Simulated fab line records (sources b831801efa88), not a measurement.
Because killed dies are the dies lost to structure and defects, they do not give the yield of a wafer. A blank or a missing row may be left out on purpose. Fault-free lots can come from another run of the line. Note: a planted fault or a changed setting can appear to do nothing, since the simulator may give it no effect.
Which tool was responsible?    flow sky130    21 wafers from 7 lots sampled at 2 of the route's 708 steps

## WHAT THE GAUGES READ, wafer by wafer
SKY_METAL1_CD_MEAS_15: the cd target is 140 nm.
lot   measured      on         cd_nm (nm)
L935  day 33 17:08  cd_sem-01  142.3 142.1 142.0
L939  day 34 03:45  cd_sem-01  141.1 139.8 139.6
L942  day 35 15:50  cd_sem-01  135.9 136.7 135.6
L943  day 36 02:21  cd_sem-01  140.9 142.7 140.8
L944  day 36 13:55  cd_sem-02  138.2 - 137.7
L955  day 39 08:31  cd_sem-02  139.8 139.1 140.3
L956  day 39 16:04  cd_sem-01  137.9 139.0 136.9

## WHAT TOOL EACH LOT RAN ON (gives the tool, then ch and the chambers of the sampled wafers, and finally the start)
lot   SKY_METAL1_EXPOSE_12
L935  krf_scanner-01 ch 0, day 33 04:01
L939  krf_scanner-01 ch 0, day 33 14:15
L942  krf_scanner-02 ch 0, day 35 03:22
L943  krf_scanner-01 ch 0, day 35 13:48
L944  krf_scanner-01 ch 0, day 36 00:59
L955  krf_scanner-02 ch 0, day 38 21:08
L956  krf_scanner-01 ch 0, day 39 04:22
- SKY_METAL1_EXPOSE_12: exposes mask MM1, target cd 140 nm.

## THE ANSWER, worked out from the rows above alone
Rule: the usual values come from the lots themselves. Put in order of their means at a reading, lots are off if they are a third of the lots or fewer, leave a main group of 4 or more, and stand apart from it by a gap of 3 or more times the standard deviation of the main group's means; of several such gaps the widest counts. A main group whose means are all the same, to the digits that the tables above print for the reading, isn't used. Also off: a lot with no number at a reading for which 4 or more lots have one. Any other lot the step has rows for is counted as sound.
Nothing can be told from this: no lot is off at any reading shown.

## WHAT HAD BEEN PUT IN BY THE SIMULATOR
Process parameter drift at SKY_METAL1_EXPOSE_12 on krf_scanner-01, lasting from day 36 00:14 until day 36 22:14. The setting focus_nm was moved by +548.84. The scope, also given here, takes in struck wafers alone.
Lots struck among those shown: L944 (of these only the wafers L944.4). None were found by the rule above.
